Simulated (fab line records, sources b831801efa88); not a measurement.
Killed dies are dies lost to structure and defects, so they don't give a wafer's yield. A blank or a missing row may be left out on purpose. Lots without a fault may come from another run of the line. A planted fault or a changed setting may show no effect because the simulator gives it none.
A struck lot beside a sound one | flow sky130 | 33 steps out of a route of 708
Sound: wafers L217.1, L217.3, L217.4. Struck: wafer L224.2. (L224.4 of the same lot was not struck and is left out.) The cause comes at the end.
At each step with rows: each side's tool, then ch and its chambers, then its first start. Under that, the readings that differ: sound wafers | struck wafers | difference of the means | sigmas: that difference in standard deviations of wafers without a fault.
alike: readings whose means differ by less than 2 such deviations, and words and numbers that are the same on both sides. not compared: withheld readings, readings that some wafer has no value for, bounds like >300 that may hide the same value, and numbers for which the record gives no deviation and whose values overlap.
The two part at a step that has a row with sigmas, a row that says differs or no value, or rows on one side only. Numbers that don't overlap but have no deviation are shown without sigmas and don't part them. A reading that every wafer of one side lacks parts them only if that side has two wafers or more.

first, 4 steps without rows for these wafers: SKY_LOCAL_INTERCONNECT_SOFTBAKE_07 (time 90 s); SKY_LOCAL_INTERCONNECT_EXPOSE_08 (exposes mask LI1M, target cd 170 nm); SKY_LOCAL_INTERCONNECT_PEB_09; SKY_LOCAL_INTERCONNECT_DEVELOP_10 (develop time 60 s).
SKY_LOCAL_INTERCONNECT_CD_MEAS_11: target cd 170 nm.
  sound on cd_sem-01, day 33 00:10; struck on cd_sem-02, day 35 20:44
  alike: cd_nm
SKY_LOCAL_INTERCONNECT_OVL_MEAS_12:
  sound on overlay-02, day 33 00:17; struck on overlay-02, day 35 20:50
  alike: LOCAL_INTERCONNECT_OVL
SKY_LOCAL_INTERCONNECT_ETCH_13: etches BARC in N2/H2, stops on SiO2, time 45.9 s, target depth 60 nm.
  sound on rie_metal-01 ch 0,1, day 33 00:19; struck on rie_metal-03 ch 0, day 35 20:52
  alike: drypump_motor_current_A, he_backside_leak_sccm, oes_product_au, throttle_valve_pct
  not compared: rf_hours_counter_h
SKY_LOCAL_INTERCONNECT_METAL_ETCH_14: etches TiN in Cl2/BCl3, stops on PSG, target depth 110 nm, time 31.4 s.
  sound on rie_metal-01 ch 0,1, day 33 00:23; struck on rie_metal-03 ch 0, day 35 20:56
  reading                      | sound             | struck | difference | sigmas
  he_backside_leak_sccm (sccm) | 3.84 3.29 3.85    | 3.03   | -0.63      | -3
  oes_product_au (a.u.)        | 0.945 0.952 0.953 | 0.930  | -0.020     | -3
  alike: drypump_motor_current_A, throttle_valve_pct
  not compared: rf_hours_counter_h
SKY_LOCAL_INTERCONNECT_STRIP_15: strips in O2/N2.
  sound on plasma_asher-04 ch 0,1, day 33 00:26; struck on plasma_asher-01 ch 1, day 35 20:59
  alike: drypump_motor_current_A, oes_product_au, strip_time_to_endpoint_s
  not compared: rf_hours_counter_h
then, 3 steps without rows for these wafers: SKY_LOCAL_INTERCONNECT_STRIP_16 (strips in post etch residue remover, time 1200 s); SKY_LOCAL_INTERCONNECT_CLEAN_17 (cleans in IPA, time 180 s); SKY_LOCAL_INTERCONNECT_CLEAN_18 (cleans in O3/DIW).
SKY_CONTACT_CVD_00: deposits Si3N4, target thk 75 nm.
  sound on pecvd-03 ch 0,1,2, day 33 01:02; struck on pecvd-03 ch 2, day 35 21:38
  reading                                   | sound             | struck | difference | sigmas
  model.Si3N4_of_CONTACT_CVD_00.thk_nm (nm) | 74.73 74.66 75.56 | 133.8  | +58.8      |
  alike: heater_power_w
SKY_CONTACT_THK_MEAS_01:
  sound on film_metro-02, day 33 01:04; struck on film_metro-04, day 35 21:42
  reading                 | sound          | struck | difference | sigmas
  CONTACT_CVD_00_THK (nm) | 74.7 74.7 75.6 | 133.8  | +58.8      | +71
then, 1 step without rows for these wafers: SKY_CONTACT_HDPCVD_02 (deposits SiO2, target thk 565 nm, time 94.2 s).
SKY_CONTACT_THK_MEAS_03:
  sound on film_metro-04, day 33 01:11; struck on film_metro-01, day 35 21:50
  alike: CONTACT_HDPCVD_THK
SKY_CONTACT_CMP_04: polishes SiO2.
  sound on cmp-02 ch 1,2,3, day 33 01:18; struck on cmp-01 ch 0, day 35 21:53
  reading             | sound         | struck | difference | sigmas
  motor_current_A (A) | 9.7 13.3 11.6 | 14.8   | +3.3       | +2
  alike: slurry_filter_dp_kPa
SKY_CONTACT_BOW_MEAS_05:
  sound on film_metro-01, day 33 01:33; struck on film_metro-02, day 35 22:12
  alike: CONTACT_BOW
then, 8 steps without rows for these wafers: SKY_CONTACT_DEHYDRATE_06 (time 60 s); SKY_CONTACT_HMDS_07 (prime time 60 s); SKY_CONTACT_COAT_08 (resist thk 60 nm); SKY_CONTACT_COAT_09 (resist thk 450 nm); SKY_CONTACT_SOFTBAKE_10 (time 90 s); SKY_CONTACT_EXPOSE_11 (exposes mask CTM1, target cd 170 nm); SKY_CONTACT_PEB_12; SKY_CONTACT_DEVELOP_13 (develop time 60 s).
SKY_CONTACT_CD_MEAS_14: target cd 170 nm.
  sound on cd_sem-02, day 34 10:07; struck on cd_sem-02, day 36 23:17
  alike: cd_nm
SKY_CONTACT_OVL_MEAS_15:
  sound on overlay-02, day 34 10:14; struck on overlay-01, day 36 23:23
  reading          | sound    | struck | difference | sigmas
  CONTACT_OVL (nm) | -2 -4 -5 | 5      | +9         | +2
SKY_CONTACT_ETCH_16: etches BARC in N2/H2, stops on SiO2, time 45.9 s, target depth 60 nm.
  sound on rie_diel-04 ch 1,2,3, day 34 10:16; struck on rie_diel-04 ch 3, day 36 23:25
  reading                | sound                | struck | difference | sigmas
  oes_product_au (a.u.)  | 0.851 0.855 0.854    | 0.865  | +0.012     | +2
  rf_hours_counter_h (h) | 20 10 31             | 0      | -20        |
  throttle_valve_pct (%) | 13.234 13.235 13.223 | 13.205 | -0.026     | -3
  alike: drypump_motor_current_A
then, 1 step without rows for these wafers: SKY_CONTACT_ETCH_17 (etches SiO2 in C4F8/O2/Ar, stops on Si3N4, target depth 340 nm).
SKY_CONTACT_ETCH_18: etches Si3N4 in CHF3/O2, stops on TiN, time 39 s, target depth 75 nm.
  sound on rie_diel-04 ch 1,2,3; struck on rie_diel-04 ch 3
  reading                  | sound             | struck | difference | sigmas
  oes_product_au (a.u.)    | 0.853 0.853 0.857 | 0.995  | +0.141     | +21
  rf_hours_counter_h (h)   | 20 10 31          | 0      | -20        |
  throttle_valve_pct (%)   | 8.795 8.804 8.797 | 8.837  | +0.038     | +4
  model.etch.depth_nm (nm) | 74.73 74.66 75.56 | 96.34  | +21.36     |
  alike: drypump_motor_current_A
then, 1 step without rows for these wafers: SKY_CONTACT_STRIP_19 (strips in O2/N2).
-- the record jumps here: 13 days lie between the struck wafers' starts before and after (it left off in module CONTACT and takes up again in module PAD_OPEN, whose first step shown is number 708 of the route) --
SKY_PAD_OPEN_PROBE_99:
  sound on prober-02, day 48 00:10; struck on prober-01, day 49 15:49
  reading            | sound    | struck | difference | sigmas
  killed_at_M0_to_M3 | 39 31 40 | 55     | +18        | +3
  killed_at_contacts | 29 23 25 | 425    | +399       | +73
  killed_dies        | 88 79 82 | 492    | +409       | +44
  killed_on_rim      | 16 18 17 | 96     | +79        | +21
  alike: killed_at_M4_up, killed_at_front_end, killed_at_other, killed_open, killed_short

WHERE THEY PART
First at SKY_LOCAL_INTERCONNECT_METAL_ETCH_14; last, within this record, at SKY_PAD_OPEN_PROBE_99.

WHY: what the simulator had put in
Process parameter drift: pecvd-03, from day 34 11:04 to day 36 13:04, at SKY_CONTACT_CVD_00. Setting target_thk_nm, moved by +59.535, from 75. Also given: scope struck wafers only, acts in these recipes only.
